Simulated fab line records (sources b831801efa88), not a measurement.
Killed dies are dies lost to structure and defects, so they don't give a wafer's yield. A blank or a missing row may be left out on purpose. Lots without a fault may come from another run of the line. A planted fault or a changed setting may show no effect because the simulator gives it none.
Matching of chambers    flow sky130    4 sister chambers for SKY_CONTACT_CMP_27 on cmp-02
The step polishes, stops on SiO2, t overpolish 15 s, target thk 0 nm. 8 wafers are shown with their chamber, then 12 later ones without.

== WAFERS, EACH WITH ITS CHAMBER ==
wafer   chamber  motor current A (A)  time to endpoint s (s)
L085.5  0        10.7                 83
L087.5  0        10.8                 80
L089.1  2        13.0                 77
L089.3  1        11.1                 73
L089.6  3        14.3                 78
L088.3  1        10.5                 74
L088.5  3        14.1                 75
L088.6  2        13.0                 79

== WAFERS WITH NO CHAMBER GIVEN ==
wafer   motor current A (A)  time to endpoint s (s)
L091.1  10.4                 80
L091.2  13.3                 77
L091.5  14.3                 74
L094.2  10.7                 78
L094.3  14.2                 81
L094.4  12.8                 80
L096.2  13.0                 80
L096.4  10.5                 79
L096.6  14.1                 80
L097.1  10.1                 81
L097.3  10.2                 79
L097.6  12.4                 81

== WHICH CHAMBER EACH WENT THROUGH ==
wafer   from the rows above      in truth
L091.1  0                        0
L091.2  2                        2
L091.5  3                        3
L094.2  can't be placed: 0 or 1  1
L094.3  3                        3
L094.4  2                        2
L096.2  2                        2
L096.4  can't be placed: 0 or 1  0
L096.6  3                        3
L097.1  0                        0
L097.3  can't be placed: 0 or 1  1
L097.6  2                        2
Correctly placed: 9 of 12. Unplaceable from these rows: 3, with the true chamber sitting among the candidates in 3. 0 placed wrongly.
How it was worked out, from the rows above alone: a wafer's distance from a chamber is the root of the sum, over the readings, of the square of ((its reading less the chamber's mean) divided by the reading's scatter). If the next closest chamber is less than 2 further off than the closest, the wafer can't be placed; otherwise it belongs to the closest. For every chamber, the mean is computed from those of its wafers that are shown. The scatter: the root of (the sum of the squares of (reading less its chamber's mean) over the shown wafers, divided by (wafers less chambers)).
